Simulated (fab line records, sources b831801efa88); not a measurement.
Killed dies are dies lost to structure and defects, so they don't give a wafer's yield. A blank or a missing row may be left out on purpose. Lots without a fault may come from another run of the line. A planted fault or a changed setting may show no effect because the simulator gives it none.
A struck lot beside a sound one | flow sky130 | 17 steps out of a route of 708
Sound: wafers L963.1, L963.2, L963.3. Struck: wafers L962.1, L962.2, L962.6. The cause comes at the end.
At each step with rows: each side's tool, then ch and its chambers, then its first start. Under that, the readings that differ: sound wafers | struck wafers | difference of the means | sigmas: that difference in standard deviations of wafers without a fault.
alike: readings whose means differ by less than 2 such deviations, and words and numbers that are the same on both sides. not compared: withheld readings, readings that some wafer has no value for, bounds like >300 that may hide the same value, and numbers for which the record gives no deviation and whose values overlap.
The two part at a step that has a row with sigmas, a row that says differs or no value, or rows on one side only. Numbers that don't overlap but have no deviation are shown without sigmas and don't part them. A reading that every wafer of one side lacks parts them only if that side has two wafers or more.

first, 3 steps without rows for these wafers: SKY_LI_CONTACT_EXPOSE_09 (exposes mask LICM1, target cd 170 nm); SKY_LI_CONTACT_PEB_10; SKY_LI_CONTACT_DEVELOP_11 (develop time 60 s).
SKY_LI_CONTACT_CD_MEAS_12: target cd 170 nm.
  sound on cd_sem-01, day 35 22:37; struck on cd_sem-01, day 35 12:07
  alike: cd_nm
SKY_LI_CONTACT_OVL_MEAS_13:
  sound on overlay-01, day 35 22:44; struck on overlay-01, day 35 12:14
  alike: LI_CONTACT_OVL
SKY_LI_CONTACT_ETCH_14: etches BARC in N2/H2, stops on SiO2, time 45.9 s, target depth 60 nm.
  sound on rie_diel-03 ch 0,2,3, day 35 22:46; struck on rie_diel-04 ch 0,2,3, day 35 12:17
  alike: drypump_motor_current_A, oes_product_au, throttle_valve_pct
  not compared: rf_hours_counter_h
SKY_LI_CONTACT_ETCH_15: etches PSG in C4F8/O2/Ar, stops on Si, target depth 600 nm.
  sound on rie_diel-03 ch 0,2,3, day 35 22:49; struck on rie_diel-04 ch 0,2,3, day 35 12:19
  alike: oes_product_au
SKY_LI_CONTACT_STRIP_16: strips in O2/N2.
  sound on plasma_asher-01 ch 0,1, day 35 22:54; struck on plasma_asher-02 ch 0,1, day 35 12:24
  reading                      | sound             | struck            | difference | sigmas
  strip_time_to_endpoint_s (s) | 3.534 3.531 3.518 | 3.497 3.455 3.474 | -0.052     | -2
  alike: drypump_motor_current_A, oes_product_au
  not compared: rf_hours_counter_h
then, 2 steps without rows for these wafers: SKY_LI_CONTACT_CLEAN_17 (cleans in NMP, time 600 s); SKY_LI_CONTACT_PRE_CLEAN_18 (time 5.6 s).
SKY_LI_CONTACT_SPUTTER_19: material Ti, target thk 20 nm, time 106.37 s.
  sound on pvd_sputter-03, day 35 23:12; struck on pvd_sputter-03, day 35 12:43
  alike: throttle_valve_pct
SKY_LI_CONTACT_SPUTTER_20: material TiN, target thk 20 nm, time 80 s.
  sound on pvd_sputter-03, day 35 23:16; struck on pvd_sputter-03, day 35 12:47
  alike: throttle_valve_pct
SKY_LI_CONTACT_CVD_21: deposits W, target thk 400 nm, time 120.56 s.
  sound on cvd_w-02 ch 0,1, day 35 23:20; struck on cvd_w-01 ch 0,1, day 35 12:51
  no value came back on the struck wafers for chamber_pressure_Torr (Torr), heater_power_outer_w (W), heater_power_w (W); on the sound wafers chamber_pressure_Torr (Torr) reads 40.09 39.91 40.01
SKY_LI_CONTACT_RS_MEAS_22: measures by four-point-probe.
  sound on film_metro-02, day 35 23:28; struck on film_metro-01, day 35 12:59
  reading                  | sound                | struck               | difference | sigmas
  LI_CONTACT_W_RS (ohm/sq) | 0.2868 0.2871 0.2854 | 25.299 25.234 25.340 | +25.005    | +99 or more
SKY_LI_CONTACT_THK_MEAS_23: measures by xrf.
  sound on film_metro-02, day 35 23:35; struck on film_metro-01, day 35 13:06
  not compared: LI_CONTACT_W_THK
SKY_LI_CONTACT_CMP_24: polishes, stops on PSG, t overpolish 20 s, target thk 0 nm.
  sound on cmp-01 ch 0,2,3, day 35 23:41; struck on cmp-01 ch 0,1,3, day 35 13:10
  reading                | sound          | struck      | difference | sigmas
  time_to_endpoint_s (s) | 95.7 94.6 95.3 | 2.6 3.4 3.5 | -92.0      | -31
  alike: motor_current_A
-- the record jumps here: 16 days lie between the struck wafers' starts before and after (it left off in module LI_CONTACT and takes up again in module PAD_OPEN, whose first step shown is number 708 of the route) --
SKY_PAD_OPEN_PROBE_99:
  sound on prober-02, day 50 19:16; struck on prober-02, day 51 11:30
  reading             | sound | struck      | difference | sigmas
  killed_at_contacts  | 14 26 | 446 432 446 | +421       | +75
  killed_at_front_end | 12 26 | 10 9 9      | -10        | -2
  killed_dies         | 79 91 | 492 492 492 | +407       | +42
  killed_on_rim       | 13 22 | 96 96 96    | +78        | +21
  alike: killed_at_M0_to_M3, killed_at_M4_up, killed_at_other, killed_open, killed_short

WHERE THEY PART
First at SKY_LI_CONTACT_STRIP_16; last, within this record, at SKY_PAD_OPEN_PROBE_99.

WHY: what the simulator had put in
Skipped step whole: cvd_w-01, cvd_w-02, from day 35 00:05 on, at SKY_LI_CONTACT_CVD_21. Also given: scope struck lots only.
